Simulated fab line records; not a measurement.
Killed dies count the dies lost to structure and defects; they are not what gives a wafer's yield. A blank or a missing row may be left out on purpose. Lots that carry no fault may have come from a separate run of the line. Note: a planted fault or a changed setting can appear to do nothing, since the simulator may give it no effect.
fab line records	flow sfq-line
record lots=5	wafers=23
route steps=325 shown L0@3 L0V@25 M0@32 I0@44 M1@62 I1@77
start-h: the number of hours between the record's first day and the start of the first shown wafer of the lot	wait-h: how many hours have passed since the lot's step before this one	" unchanged from the row above	L1.1+2: a row that stands for several wafers	- no value present, or no start provided	* or withheld: withheld	< > ~ a bound
route shown NAME@n: names a module that has steps shown in the file, with the first one's number in the route	usual: mean/standard deviation of fault-free wafers	same: alike in all rows	chamber/n: place in a boat	sites: per-site readings	_std_site: how widely they spread, as a standard deviation	_edge_site: mean of outer sites minus mean of inner sites	radius-mm: how far each site lies from the wafer's centre	mask NAME#n: copy n	behind: the last tool/chamber to shape the wafer	hold: why the lot was held/for how many hours/how that ended	device: names the non-switching transistor (n, p or np)	end of line: at the end of the route, the tests of the same wafers	step lacking rows: just its recipe	killed: dies lost to structure and defects at the first sort, not the wafer's yield	map: a wafer's dies, marking killed ones x, the rest . and places with no die _
set.NAME: the setting that was run; set.NAME@STEP: the one run at that earlier step	model.NAME: the simulator's own value behind a step, which no gauge read
lots run with intentionally changed settings; tables by step, rows by wafer
## steps
# step SFQ_TRILAYER_L0_DEP_SPUTTER_003
# recipe material=MoNx_KI	base-pressure-pa=1.33e-06	target-thk-nm=40	power-w=800	time-s=100	chamber-pressure-pa=0.4
lot.wafer	tool	chamber	start-h	wait-h	set.time-s	model.MoNx_KI_of_TRILAYER_L0_DEP_SPUTTER_003.thk-nm
L074.1	pvd-sputter-06	-	12.49	0.0	100	40.13
L074.4	"	-	"	"	100	40.11
L074.5	"	-	"	"	100	40.74
L076.1	pvd-sputter-05	-	22.49	0.0	100	39.71
L076.2	"	-	"	"	100	40.28
L076.3	"	-	"	"	100	40.36
L076.4	"	-	"	"	100	40.26
L076.5	"	-	"	"	100	40.25
L079.1	pvd-sputter-04	-	37.49	0.0	105.6	42.4
L079.2	"	-	"	"	100	39.71
L079.3	"	-	"	"	100	39.68
L079.4	"	-	"	"	105.6	41.97
L079.6	"	-	"	"	105.6	42.08
L080.1	pvd-sputter-05	-	42.49	0.0	100	40.31
L080.2	"	-	"	"	100	40.51
L080.4	"	-	"	"	100	40.05
L080.5	"	-	"	"	100	40.02
L080.6	"	-	"	"	100	40.18
L084.1	pvd-sputter-05	-	62.49	0.0	95.39	38.53
L084.2	"	-	"	"	100	40.54
L084.3	"	-	"	"	100	39.95
L084.4	"	-	"	"	100	40.33
L084.5	"	-	"	"	95.39	38.12
# step SFQ_L0_RS_MEAS_901
# recipe thk-meas-gauge=four-point-probe	reads=MoNx_KI_of_TRILAYER_L0_DEP_SPUTTER_003
# usual L0_MONX_KI_RS=43.2/0.32
lot.wafer	tool	chamber	start-h	wait-h	set.time-s@TRILAYER_L0_DEP_SPUTTER_003	L0_MONX_KI_RS[ohm/sq]
L074.1	film-metro-03	-	12.56	0.0	100	43.3
L074.4	"	-	"	"	100	43.4
L074.5	"	-	"	"	100	42.6
L076.1	film-metro-04	-	22.56	0.0	100	43.7
L076.2	"	-	"	"	100	43.1
L076.3	"	-	"	"	100	43.0
L076.4	"	-	"	"	100	43.1
L076.5	"	-	"	"	100	43.1
L079.1	film-metro-04	-	37.56	0.0	105.6	40.9
L079.2	"	-	"	"	100	43.8
L079.3	"	-	"	"	100	43.7
L079.4	"	-	"	"	105.6	41.4
L079.6	"	-	"	"	105.6	41.2
L080.1	film-metro-04	-	42.56	0.0	100	43.1
L080.2	"	-	"	"	100	43.0
L080.4	"	-	"	"	100	43.3
L080.5	"	-	"	"	100	43.4
L080.6	"	-	"	"	100	43.3
L084.1	film-metro-04	-	62.56	0.0	95.39	45.0
L084.2	"	-	"	"	100	42.9
L084.3	"	-	"	"	100	43.5
L084.4	"	-	"	"	100	43.1
L084.5	"	-	"	"	95.39	45.6
# step SFQ_L0_THK_MEAS_902
# recipe thk-meas-gauge=xrf	reads=MoNx_KI_of_TRILAYER_L0_DEP_SPUTTER_003
# usual L0_MONX_KI_THK=39.8/0.36
lot.wafer	tool	chamber	start-h	wait-h	set.time-s@TRILAYER_L0_DEP_SPUTTER_003	L0_MONX_KI_THK[nm]
L074.1	film-metro-03	-	12.68	0.1	100	39.7
L074.4	"	-	"	"	100	39.4
L074.5	"	-	"	"	100	40.2
L076.1	film-metro-04	-	22.68	0.1	100	39.5
L076.2	"	-	"	"	100	40.3
L076.3	"	-	"	"	100	40.3
L076.4	"	-	"	"	100	40.4
L076.5	"	-	"	"	100	40.1
L079.1	film-metro-04	-	37.68	0.1	105.6	42.0
L079.2	"	-	"	"	100	39.4
L079.3	"	-	"	"	100	39.2
L079.4	"	-	"	"	105.6	41.5
L079.6	"	-	"	"	105.6	41.7
L080.1	film-metro-04	-	42.68	0.1	100	40.1
L080.2	"	-	"	"	100	40.0
L080.4	"	-	"	"	100	39.6
L080.5	"	-	"	"	100	39.8
L080.6	"	-	"	"	100	39.6
L084.1	film-metro-04	-	62.68	0.1	95.39	38.2
L084.2	"	-	"	"	100	40.3
L084.3	"	-	"	"	100	39.5
L084.4	"	-	"	"	100	39.9
L084.5	"	-	"	"	95.39	37.8
# step SFQ_TRILAYER_L0_BARC_OPEN_METAL_ETCH_010
# recipe mask-material=PR	chemistry=O2	target-depth-nm=125	target=BARC	icp-w=600	bias-w=80	pressure-mtorr=10	time-s=41.7
lot.wafer	tool	chamber	start-h	wait-h	set.bias-w
L074.1+4+5	rie-metal-01	0	72.96	0.1	80
L076.1+2+3+4+5	rie-metal-01	0,1,1,0,0	93.04	0.1	80
L079.1+2+4	rie-metal-04	0,1,1	115.76	0.1	80
L079.3+6	"	0,1	"	"	82.82
L080.1+5+6	rie-metal-04	1,1,0	118.16	0.1	80
L080.2+4	"	0,1	"	"	82.54
L084.1+2+4	rie-metal-01	1,0,1	138.56	0.1	80
L084.3+5	"	0,1	"	"	86.03
# step SFQ_TRILAYER_L0_ETCH_METAL_ETCH_008
# recipe target=MoNx_KI	stop-on=SiO2	mask-material=PR	chemistry=SF6/O2	target-depth-nm=50	icp-w=600	bias-w=80	pressure-mtorr=10	time-s=25
# usual oes-product-au=0.876/0.0057
lot.wafer	tool	chamber	start-h	wait-h	set.time-s@TRILAYER_L0_DEP_SPUTTER_003	oes-product-au
L074.1	rie-metal-01	0	73.02	0.0	100	0.879
L074.4	"	0	"	"	100	0.872
L074.5	"	0	"	"	100	0.889
L076.1	rie-metal-01	0	93.10	0.0	100	0.871
L076.2	"	1	"	"	100	0.885
L076.3	"	1	"	"	100	0.879
L076.4	"	0	"	"	100	0.876
L076.5	"	0	"	"	100	0.875
L079.1	rie-metal-04	0	115.82	0.0	105.6	0.894
L079.2	"	1	"	"	100	0.866
L079.3	"	0	"	"	100	0.873
L079.4	"	1	"	"	105.6	0.900
L079.6	"	1	"	"	105.6	0.899
L080.1	rie-metal-04	1	118.22	0.0	100	0.874
L080.2	"	0	"	"	100	0.876
L080.4	"	1	"	"	100	0.878
L080.5	"	1	"	"	100	0.877
L080.6	"	0	"	"	100	0.874
L084.1	rie-metal-01	1	138.62	0.0	95.39	0.853
L084.2	"	0	"	"	100	0.873
L084.3	"	0	"	"	100	0.878
L084.4	"	1	"	"	100	0.872
L084.5	"	1	"	"	95.39	0.856
# step SFQ_TRILAYER_L0_VIA_ETCH_VIA_ETCH_016
# recipe target=SiO2	stop-on=MoNx_KI	mask-material=PR	chemistry=CHF3	target-depth-nm=80	source-w=500	bias-w=80	pressure-mtorr=30	time-s=withheld
lot.wafer	tool	chamber	start-h	wait-h	set.source-w	set.time-s@TRILAYER_L0_DEP_SPUTTER_003	model.MoNx_KI_of_TRILAYER_L0_DEP_SPUTTER_003.thk-nm
L074.1	rie-diel-02	0	147.04	0.0	500	*	40.13
L074.4	"	1	"	"	500	*	40.11
L074.5	"	3	"	"	500	*	40.74
L076.1	rie-diel-02	2	171.26	0.0	500	*	39.71
L076.2	"	0	"	"	544.8	*	40.02
L076.3	"	1	"	"	544.8	*	40.11
L076.4	"	3	"	"	544.8	*	39.99
L076.5	"	0	"	"	500	*	40.25
L079.1	rie-diel-04	3	195.11	0.0	537.5	*	42.19
L079.2	"	1	"	"	500	*	39.71
L079.3	"	0	"	"	537.5	*	39.47
L079.4	"	2	"	"	537.5	*	41.76
L079.6	"	2	"	"	500	*	42.08
L080.1	rie-diel-02	0	199.91	0.0	534.3	*	40.11
L080.2	"	3	"	"	534.3	*	40.31
L080.4	"	1	"	"	534.3	*	39.85
L080.5	"	2	"	"	500	*	40.02
L080.6	"	3	"	"	500	*	40.18
L084.1	rie-diel-02	1	233.06	0.0	500	*	38.53
L084.2	"	0	"	"	500	*	40.54
L084.3	"	2	"	"	528.2	*	39.79
L084.4	"	3	"	"	528.2	*	40.17
L084.5	"	2	"	"	500	*	38.12
# step SFQ_TRILAYER_M0_LITHO_COAT_026
# recipe resist=BARC	spin-rpm=3000	resist-thk-nm=62
lot.wafer	tool	chamber	start-h	wait-h	set.spin-rpm	model.BARC_of_TRILAYER_M0_LITHO_COAT_026.thk-nm
L074.1	litho-track-02	0	148.16	0.1	3000	62.05
L074.4	"	0	"	"	3000	61.93
L074.5	"	0	"	"	3000	61.91
L076.1	litho-track-02	0	172.38	0.1	2834	63.49
L076.2	"	0	"	"	3000	61.76
L076.3	"	0	"	"	2834	63.57
L076.4	"	0	"	"	3000	61.54
L076.5	"	0	"	"	2834	63.62
L079.1	litho-track-01	0	196.23	0.1	3091	61.36
L079.2	"	0	"	"	3000	62.22
L079.3	"	0	"	"	3000	62.26
L079.4	"	0	"	"	3091	61.25
L079.6	"	0	"	"	3000	62.28
L080.1	litho-track-02	0	201.03	0.1	3000	61.76
L080.2	"	0	"	"	3000	61.83
L080.4	"	0	"	"	3000	61.85
L080.5	"	0	"	"	3000	61.99
L080.6	"	0	"	"	3000	61.82
L084.1	litho-track-01	0	234.20	0.1	3000	61.96
L084.2	"	0	"	"	2799	64.28
L084.3	"	0	"	"	3000	62.11
L084.4	"	0	"	"	2799	64.2
L084.5	"	0	"	"	3000	61.99
# step SFQ_TRILAYER_M0_BARC_OPEN_METAL_ETCH_031
# recipe mask-material=PR	chemistry=O2	target-depth-nm=125	target=BARC	icp-w=600	bias-w=80	pressure-mtorr=10	time-s=41.7
lot.wafer	tool	chamber	start-h	wait-h	set.bias-w	set.spin-rpm@TRILAYER_M0_LITHO_COAT_026	model.etch.depth-nm
L074.1	rie-metal-01	0	242.62	0.0	80	3000	62.05
L074.4	"	0	"	"	80	3000	61.93
L074.5	"	0	"	"	80	3000	61.91
L076.1	rie-metal-03	1	263.90	0.0	80	2834	63.49
L076.2	"	0	"	"	80	3000	61.76
L076.3	"	0	"	"	80	2834	-
L076.4	"	1	"	"	84.32	3000	61.54
L076.5	"	1	"	"	84.32	2834	-
L079.1	rie-metal-01	1	293.90	0.0	76.89	3091	-
L079.2	"	0	"	"	76.89	3000	-
L079.3	"	1	"	"	76.89	3000	62.26
L079.4	"	0	"	"	80	3091	-
L079.6	"	1	"	"	80	3000	-
L080.1+6	rie-metal-02	1	301.10	0.0	80	3000	-
L080.2	"	0	"	"	77.54	3000	61.83
L080.4+5	"	0	"	"	77.54	3000	-
L084.1	rie-metal-01	0	343.54	0.0	80	3000	61.96
L084.2	"	1	"	"	77.14	2799	64.28
L084.3	"	0	"	"	80	3000	-
L084.4	"	1	"	"	77.14	2799	-
L084.5	"	1	"	"	77.14	3000	-
# step SFQ_TRILAYER_I0_CMP_CMP_028
# recipe material=SiO2	down-force-psi=3	platen-rpm=60	pad-velocity-m-s=0.94248
lot.wafer	tool	chamber	start-h	wait-h	set.leave-above-ref-nm	model.SiO2_of_TRILAYER_I0_DEP_PECVD_027.thk-nm
L074.4	cmp-02	3	244.66	1.0	200	198.6
L074.1	"	0	"	"	200	199.4
L074.5	"	1	"	"	200	200.5
L076.3	cmp-01	0	264.94	0.0	208.5	208.8
L076.2	"	1	"	"	208.5	207.9
L076.4	"	2	"	"	200	199.9
L076.1	"	3	"	"	200	198.7
L076.5	"	0	"	"	208.5	209.1
L079.1	cmp-01	0	295.55	0.7	206.7	207.4
L079.3	"	1	"	"	200	198.7
L079.4+6	"	2,1	"	"	206.7	206.7
L079.2	"	3	"	"	200	199.7
L080.4	cmp-02	2	302.75	0.6	211	210.2
L080.2	"	0	303.75	1.7	200	200.5
L080.1	"	1	"	"	200	201.2
L080.5	"	2	"	"	200	199.6
L080.6	"	3	"	"	211	211.2
L084.3	cmp-01	2	348.78	4.2	189.9	191
L084.2	"	3	"	"	189.9	189.9
L084.1	"	0	"	"	189.9	191.9
L084.4	"	1	"	"	200	202.1
L084.5	"	2	"	"	200	200.7
# step SFQ_TRILAYER_I0_METRO_MEASURE_029
# usual thk-nm=199.9/0.79
lot.wafer	tool	chamber	start-h	wait-h	set.leave-above-ref-nm@TRILAYER_I0_CMP_CMP_028	thk-nm
L074.1	film-metro-01	-	246.78	0.1	200	199.4
L074.4	"	-	"	"	200	198.6
L074.5	"	-	"	"	200	200.8
L076.1	film-metro-02	-	268.06	0.1	200	198.7
L076.2	"	-	"	"	208.5	208.0
L076.3	"	-	"	"	208.5	208.7
L076.4	"	-	"	"	200	200.0
L076.5	"	-	"	"	208.5	209.1
L079.1	film-metro-02	-	298.67	0.1	206.7	207.3
L079.2	"	-	"	"	200	199.7
L079.3	"	-	"	"	200	198.8
L079.4	"	-	"	"	206.7	206.6
L079.6	"	-	"	"	206.7	206.6
L080.1	film-metro-01	-	305.87	0.1	200	201.1
L080.2	"	-	"	"	200	200.4
L080.4	"	-	"	"	211	210.3
L080.5	"	-	"	"	200	199.6
L080.6	"	-	"	"	211	211.1
L084.1	film-metro-04	-	351.90	0.1	189.9	191.9
L084.2	"	-	"	"	189.9	190.0
L084.3	"	-	"	"	189.9	191.1
L084.4	"	-	"	"	200	202.1
L084.5	"	-	"	"	200	200.7
# step SFQ_TRILAYER_I0_VIA_LITHO_COAT_036
# recipe resist=BARC	spin-rpm=3000	resist-thk-nm=62
# step SFQ_TRILAYER_I0_VIA_LITHO_COAT_031
# recipe resist=KrF	spin-rpm=3000	resist-thk-nm=650
# step SFQ_TRILAYER_I0_VIA_BARC_OPEN_VIA_ETCH_046
# recipe mask-material=PR	chemistry=O2	target-depth-nm=125	target=BARC	source-w=500	bias-w=80	pressure-mtorr=30	time-s=43.03
# step SFQ_TRILAYER_I0_VIA_ETCH_VIA_ETCH_034
# recipe target=SiO2	stop-on=Nb	mask-material=PR	taper-deg=20	chemistry=CHF3	target-depth-nm=260	source-w=500	bias-w=80	pressure-mtorr=30	time-s=withheld
# usual oes-product-au=0.854/0.0052
lot.wafer	tool	chamber	start-h	wait-h	set.leave-above-ref-nm@TRILAYER_I0_CMP_CMP_028	oes-product-au	model.I0.feature-depth-nm
L074.1	rie-diel-04	3	358.55	0.0	200	0.852	199.4
L074.4	"	1	"	"	200	0.855	198.6
L074.5	"	1	"	"	200	0.852	200.5
L076.1	rie-diel-04	3	383.75	0.0	200	0.849	198.7
L076.2	"	1	"	"	208.5	0.879	207.9
L076.3	"	2	"	"	208.5	0.869	208.7
L076.4	"	0	"	"	200	0.847	199.9
L076.5	"	1	"	"	208.5	0.879	209
L079.1	rie-diel-04	1	420.52	0.0	206.7	0.879	207.4
L079.2	"	0	"	"	200	0.854	199.6
L079.3	"	2	"	"	200	0.849	198.6
L079.4	"	2	"	"	206.7	0.870	206.7
L079.6	"	1	"	"	206.7	0.872	206.6
L080.1	rie-diel-03	0	424.25	0.0	200	0.857	201.1
L080.2	"	1	"	"	200	0.856	200.5
L080.4	"	3	"	"	211	0.876	210.2
L080.5	"	3	"	"	200	0.860	199.6
L080.6	"	2	"	"	211	0.880	211.2
L084.1	rie-diel-04	1	487.95	0.0	189.9	0.829	191.8
L084.2	"	3	"	"	189.9	0.833	189.9
L084.3	"	0	"	"	189.9	0.835	191
L084.4	"	2	"	"	200	0.860	202.1
L084.5	"	1	"	"	200	0.855	200.7
# step SFQ_TRILAYER_M1_LITHO_COAT_044
# recipe resist=BARC	spin-rpm=3000	resist-thk-nm=62
lot.wafer	tool	chamber	start-h	wait-h	set.resist-thk-nm	model.BARC_of_TRILAYER_M1_LITHO_COAT_044.thk-nm
L074.1	litho-track-03	0	359.74	0.1	62	61.74
L074.4	"	0	"	"	62	61.81
L074.5	"	0	"	"	62	61.69
L076.1	litho-track-03	0	384.96	0.1	62	61.79
L076.2	"	0	"	"	62	61.7
L076.3	"	0	"	"	65.24	64.88
L076.4	"	0	"	"	62	61.65
L076.5	"	0	"	"	65.24	64.92
L079.1+3	litho-track-04	0	421.71	0.1	62	61.95
L079.2	"	0	"	"	62	62.18
L079.4	"	0	"	"	62	61.92
L079.6	"	0	"	"	62	62.04
L080.1	litho-track-03	0	425.43	0.1	65.08	64.8
L080.2	"	0	"	"	62	61.93
L080.4	"	0	"	"	65.08	64.78
L080.5	"	0	"	"	65.08	65.03
L080.6	"	0	"	"	62	61.77
L084.1	litho-track-04	0	489.16	0.1	62	61.9
L084.2	"	0	"	"	58.54	58.59
L084.3	"	0	"	"	62	61.97
L084.4	"	0	"	"	62	62.06
L084.5	"	0	"	"	58.54	58.54
# step SFQ_TRILAYER_M1_LITHO_PEB_042
# recipe peb-temp-c=115	peb-time-s=60	resist=KrF
lot.wafer	tool	chamber	start-h	wait-h	set.peb-temp-c
L074.1+4+5	litho-track-02	0	498.50	1.0	115
L076.1+3+5	litho-track-03	0	527.30	1.0	118.6
L076.2+4	"	0	"	"	115
L079.1+2+3+4+6	litho-track-02	0	563.55	1.0	115
L080.1+2+4+5+6	litho-track-03	0	567.15	1.0	115
L084.1+2+4	litho-track-04	0	630.46	1.0	116.9
L084.3+5	"	0	"	"	115
# step SFQ_TRILAYER_M1_LITHO_DEVELOP_041
# recipe time-s=60	resist=KrF
# step SFQ_TRILAYER_M1_BARC_OPEN_METAL_ETCH_054
# recipe mask-material=PR	chemistry=O2	target-depth-nm=125	target=BARC	icp-w=600	bias-w=80	pressure-mtorr=10	time-s=41.7
# usual oes-product-au=0.685/0.004
lot.wafer	tool	chamber	start-h	wait-h	set.resist-thk-nm@TRILAYER_M1_LITHO_COAT_044	set.peb-temp-c@TRILAYER_M1_LITHO_PEB_042	oes-product-au	model.M1.cd-nm
L074.1	rie-metal-03	0	498.84	0.0	62	115	0.685	500.8
L074.4	"	0	"	"	62	115	0.686	499.9
L074.5	"	0	"	"	62	115	0.681	498.9
L076.1	rie-metal-03	0	527.64	0.0	62	118.6	0.678	446.1
L076.2	"	1	"	"	62	115	0.682	500.8
L076.3	"	1	"	"	65.24	118.6	0.697	443.4
L076.4	"	0	"	"	62	115	0.686	502.7
L076.5	"	1	"	"	65.24	118.6	0.704	443.9
L079.1	rie-metal-04	1	563.89	0.0	62	115	0.676	501.6
L079.2	"	0	"	"	62	115	0.681	500.6
L079.3	"	0	"	"	62	115	0.687	502.5
L079.4	"	1	"	"	62	115	0.693	499.4
L079.6	"	1	"	"	62	115	0.683	501.1
L080.1	rie-metal-04	1	567.49	0.0	65.08	115	0.697	502
L080.2	"	0	"	"	62	115	0.684	502.5
L080.4	"	1	"	"	65.08	115	0.699	500
L080.5	"	0	"	"	65.08	115	0.704	501.2
L080.6	"	1	"	"	62	115	0.689	500.1
L084.1	rie-metal-04	0	630.80	0.0	62	116.9	0.682	468.3
L084.2	"	1	"	"	58.54	116.9	0.665	467
L084.3	"	0	"	"	62	115	0.688	498.9
L084.4	"	1	"	"	62	116.9	0.690	465.8
L084.5	"	0	"	"	58.54	115	0.669	499.5
# step SFQ_TRILAYER_I1_VIA_LITHO_COAT_054
# recipe resist=BARC	spin-rpm=3000	resist-thk-nm=62
lot.wafer	tool	chamber	start-h	wait-h	set.spin-rpm	model.BARC_of_TRILAYER_I1_VIA_LITHO_COAT_054.thk-nm
L074.1	litho-track-01	0	505.00	1.0	3000	61.95
L074.4	"	0	"	"	3000	61.93
L074.5	"	0	"	"	3000	61.81
L076.1	litho-track-04	0	533.01	1.0	3171	60.31
L076.2+3	"	0	"	"	3000	62.12
L076.4	"	0	"	"	3171	60.66
L076.5	"	0	"	"	3171	60.48
L079.1	litho-track-03	0	569.26	1.0	3000	61.98
L079.2	"	0	"	"	3000	62
L079.3	"	0	"	"	3000	61.83
L079.4	"	0	"	"	3000	61.85
L079.6	"	0	"	"	3000	62.13
L080.1	litho-track-04	0	572.89	1.0	3000	62.15
L080.2	"	0	"	"	3000	62.27
L080.4	"	0	"	"	3102	60.99
L080.5	"	0	"	"	3102	60.93
L080.6	"	0	"	"	3102	61.09
L084.1	litho-track-03	0	643.33	1.0	2884	63.52
L084.2	"	0	"	"	3000	62.21
L084.3	"	0	"	"	3000	62.33
L084.4	"	0	"	"	3000	62.2
L084.5	"	0	"	"	2884	63.33
# step SFQ_TRILAYER_I1_VIA_LITHO_COAT_049
# recipe resist=KrF	spin-rpm=3000	resist-thk-nm=650
# step SFQ_TRILAYER_I1_VIA_LITHO_SOFTBAKE_053
# recipe temp-c=withheld	time-s=withheld	resist=KrF
# step SFQ_TRILAYER_I1_VIA_LITHO_DEVELOP_051
# recipe time-s=60	resist=KrF
# step SFQ_TRILAYER_I1_VIA_BARC_OPEN_VIA_ETCH_071
# recipe mask-material=PR	chemistry=O2	target-depth-nm=125	target=BARC	source-w=513.8	bias-w=80	pressure-mtorr=30	time-s=41.7
lot.wafer	tool	chamber	start-h	wait-h	set.spin-rpm@TRILAYER_I1_VIA_LITHO_COAT_054	model.etch.depth-nm
L074.1	rie-diel-03	3	646.40	0.0	3000	61.95
L074.4	"	2	"	"	3000	61.93
L074.5	"	2	"	"	3000	61.81
L076.1	rie-diel-02	2	675.20	0.0	3171	60.31
L076.2	"	1	"	"	3000	62.12
L076.3	"	0	"	"	3000	-
L076.4	"	3	"	"	3171	60.66
L076.5	"	1	"	"	3171	-
L079.1+2+4+6	rie-diel-01	1,0,2,2	715.24	0.0	3000	-
L079.3	"	3	"	"	3000	61.83
L080.1	rie-diel-03	2	721.37	0.0	3000	-
L080.2	"	3	"	"	3000	62.27
L080.4+5+6	"	0,2,3	"	"	3102	-
L084.1	rie-diel-03	1	781.72	0.0	2884	63.52
L084.2	"	2	"	"	3000	62.21
L084.3+4	"	0,3	"	"	3000	-
L084.5	"	2	"	"	2884	-
## key
split step=SFQ_TRILAYER_L0_DEP_SPUTTER_003	setting=time-s	stated=100	by=wafer
response step=SFQ_TRILAYER_L0_DEP_SPUTTER_003	reading=model.MoNx_KI_of_TRILAYER_L0_DEP_SPUTTER_003.thk-nm	change=+0.432	per=1%	r=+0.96
response step=SFQ_L0_RS_MEAS_901	reading=L0_MONX_KI_RS	change=-0.46	per=1%	r=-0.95
response step=SFQ_L0_THK_MEAS_902	reading=L0_MONX_KI_THK	change=+0.432	per=1%	r=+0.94
response step=SFQ_TRILAYER_L0_ETCH_METAL_ETCH_008	reading=oes-product-au	change=+0.0048	per=1%	r=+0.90
response step=SFQ_TRILAYER_L0_VIA_ETCH_VIA_ETCH_016	reading=model.MoNx_KI_of_TRILAYER_L0_DEP_SPUTTER_003.thk-nm	change=+0.419	per=1%	r=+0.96
split step=SFQ_TRILAYER_L0_BARC_OPEN_METAL_ETCH_010	setting=bias-w	stated=80	by=wafer
response none clear
split step=SFQ_TRILAYER_L0_VIA_ETCH_VIA_ETCH_016	setting=source-w	stated=500	by=wafer
response none clear
split step=SFQ_TRILAYER_M0_LITHO_COAT_026	setting=spin-rpm	stated=3000	by=wafer
response step=SFQ_TRILAYER_M0_LITHO_COAT_026	reading=model.BARC_of_TRILAYER_M0_LITHO_COAT_026.thk-nm	change=-0.335	per=1%	r=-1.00
response step=SFQ_TRILAYER_M0_BARC_OPEN_METAL_ETCH_031	reading=model.etch.depth-nm	change=-0.34	per=1%	r=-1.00
split step=SFQ_TRILAYER_M0_BARC_OPEN_METAL_ETCH_031	setting=bias-w	stated=80	by=wafer
response none clear
split step=SFQ_TRILAYER_I0_CMP_CMP_028	setting=leave-above-ref-nm	stated=200	by=wafer
response step=SFQ_TRILAYER_I0_CMP_CMP_028	reading=model.SiO2_of_TRILAYER_I0_DEP_PECVD_027.thk-nm	change=+2.06	per=1%	r=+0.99
response step=SFQ_TRILAYER_I0_METRO_MEASURE_029	reading=thk-nm	change=+2.05	per=1%	r=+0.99
response step=SFQ_TRILAYER_I0_VIA_ETCH_VIA_ETCH_034	reading=oes-product-au	change=+0.00509	per=1%	r=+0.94
response step=SFQ_TRILAYER_I0_VIA_ETCH_VIA_ETCH_034	reading=model.I0.feature-depth-nm	change=+2.06	per=1%	r=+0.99
split step=SFQ_TRILAYER_M1_LITHO_COAT_044	setting=resist-thk-nm	stated=62	by=wafer
response step=SFQ_TRILAYER_M1_LITHO_COAT_044	reading=model.BARC_of_TRILAYER_M1_LITHO_COAT_044.thk-nm	change=+0.61	per=1%	r=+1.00
response step=SFQ_TRILAYER_M1_BARC_OPEN_METAL_ETCH_054	reading=oes-product-au	change=+0.00328	per=1%	r=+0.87
split step=SFQ_TRILAYER_M1_LITHO_PEB_042	setting=peb-temp-c	stated=115	by=wafer
response step=SFQ_TRILAYER_M1_BARC_OPEN_METAL_ETCH_054	reading=model.M1.cd-nm	change=-18.6	per=1%	r=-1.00
split step=SFQ_TRILAYER_I1_VIA_LITHO_COAT_054	setting=spin-rpm	stated=3000	by=wafer
response step=SFQ_TRILAYER_I1_VIA_LITHO_COAT_054	reading=model.BARC_of_TRILAYER_I1_VIA_LITHO_COAT_054.thk-nm	change=-0.305	per=1%	r=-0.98
response step=SFQ_TRILAYER_I1_VIA_BARC_OPEN_VIA_ETCH_071	reading=model.etch.depth-nm	change=-0.301	per=1%	r=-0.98
